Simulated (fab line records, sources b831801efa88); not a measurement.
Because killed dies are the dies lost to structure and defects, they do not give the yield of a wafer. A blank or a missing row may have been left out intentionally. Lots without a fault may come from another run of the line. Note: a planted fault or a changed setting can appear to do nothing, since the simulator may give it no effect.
Which tool is to blame?    flow gf180mcu    11 lots, 33 wafers sampled, at 4 steps of a route of 602

## WHAT THE GAUGES READ, wafer by wafer
GF_V5_RS_MEAS_24: uses a four-point probe to measure.
lot   measured      on             V5_W_RS (ohm/sq)
L578  day 27 01:23  film metro-02  0.3274 0.3278 0.3290
L579  day 27 14:10  film metro-04  0.3310 0.3327 0.3291
L580  day 27 21:54  film metro-02  0.3046 0.3024 0.3012
L581  day 28 04:08  film metro-03  0.3011 0.2983 0.3007
L582  day 28 10:11  film metro-04  0.3013 0.3022 0.2988
L590  day 30 21:01  film metro-02  0.3250 0.3271 0.3253
L591  day 31 06:17  film metro-03  0.3269 0.3268 0.3241
L593  day 31 18:41  film metro-02  0.3256 0.3269 0.3250
L595  day 32 02:26  film metro-04  0.3289 0.3267 0.3283
L600  day 33 08:47  film metro-04  0.3310 0.3281 0.3254
L601  day 33 15:52  film metro-04  0.3277 0.3324 0.3322

## WHAT TOOL EACH LOT RAN ON (gives the tool, then ch and the chambers of the sampled wafers, and finally the start)
lot   GF_M3_STRIP_17                        GF_V4_SPUTTER_21              GF_V5_CVD_23
L578  plasma asher-04 ch 0,1, day 21 04:33  pvd sputter-04, day 24 07:10  cvd w-02 ch 0,1, day 27 01:17
L579  plasma asher-03 ch 0,1, day 21 18:22  pvd sputter-02, day 24 19:47  cvd w-02 ch 0,1, day 27 14:02
L580  plasma asher-04 ch 0,1, day 22 03:43  pvd sputter-04, day 25 04:10  cvd w-02 ch 0,1, day 27 21:47
L581  plasma asher-03 ch 0,1, day 22 10:42  pvd sputter-04, day 25 10:12  cvd w-02 ch 1, day 28 04:01
L582  plasma asher-03 ch 0,1, day 22 19:46  pvd sputter-04, day 25 18:25  cvd w-02 ch 0,1, day 28 10:04
L590  plasma asher-04 ch 0,1, day 25 14:51  pvd sputter-03, day 28 08:34  cvd w-02 ch 0,1, day 30 20:53
L591  plasma asher-03 ch 0,1, day 26 00:48  pvd sputter-04, day 28 18:12  cvd w-01 ch 0,1, day 31 06:10
L593  plasma asher-02 ch 0, day 26 16:12    pvd sputter-04, day 29 08:02  cvd w-02 ch 0,1, day 31 18:35
L595  plasma asher-02 ch 0,1, day 27 02:37  pvd sputter-02, day 29 17:52  cvd w-02 ch 0,1, day 32 02:19
L600  plasma asher-04 ch 0,1, day 28 15:42  pvd sputter-03, day 31 03:20  cvd w-02 ch 0,1, day 33 08:40
L601  plasma asher-04 ch 0,1, day 28 22:42  pvd sputter-03, day 31 11:12  cvd w-02 ch 0,1, day 33 15:46
- GF_M3_STRIP_17: strips in O2/N2.
- GF_V4_SPUTTER_21: material Ti, target thk 15 nm, time 80.02 s.
- GF_V5_CVD_23: deposits W, target thk 350 nm, time 104.9 s.

## THE ANSWER, worked out from the rows above alone
Rule: the lots themselves supply what counts as usual. Put in order of their means at a reading, lots are off if they are a third of the lots or fewer, leave a main group of 4 or more, and stand apart from it by a gap of 3 or more times the standard deviation of the main group's means; of several such gaps the widest counts. Not used: any main group whose means are identical at the precision the tables above print for the reading. A lot without any number at a reading at which 4 lots or more have one is off too. Any other lot the step has rows for is counted as sound.
Off: L580, L581, L582, seen at GF_V5_RS_MEAS_24 (V5_W_RS). The main group has a mean of 0.3279 ohm/sq with a standard deviation of 0.0019.
If a tool, at a process step before that reading, ran all the lots that are off and no sound lot after the first of them, it fits. Gauges at GF_V5_RS_MEAS_24: tried the same way as those tools. No candidate that was tried fits.

## WHAT THE SIMULATOR HAD INSERTED
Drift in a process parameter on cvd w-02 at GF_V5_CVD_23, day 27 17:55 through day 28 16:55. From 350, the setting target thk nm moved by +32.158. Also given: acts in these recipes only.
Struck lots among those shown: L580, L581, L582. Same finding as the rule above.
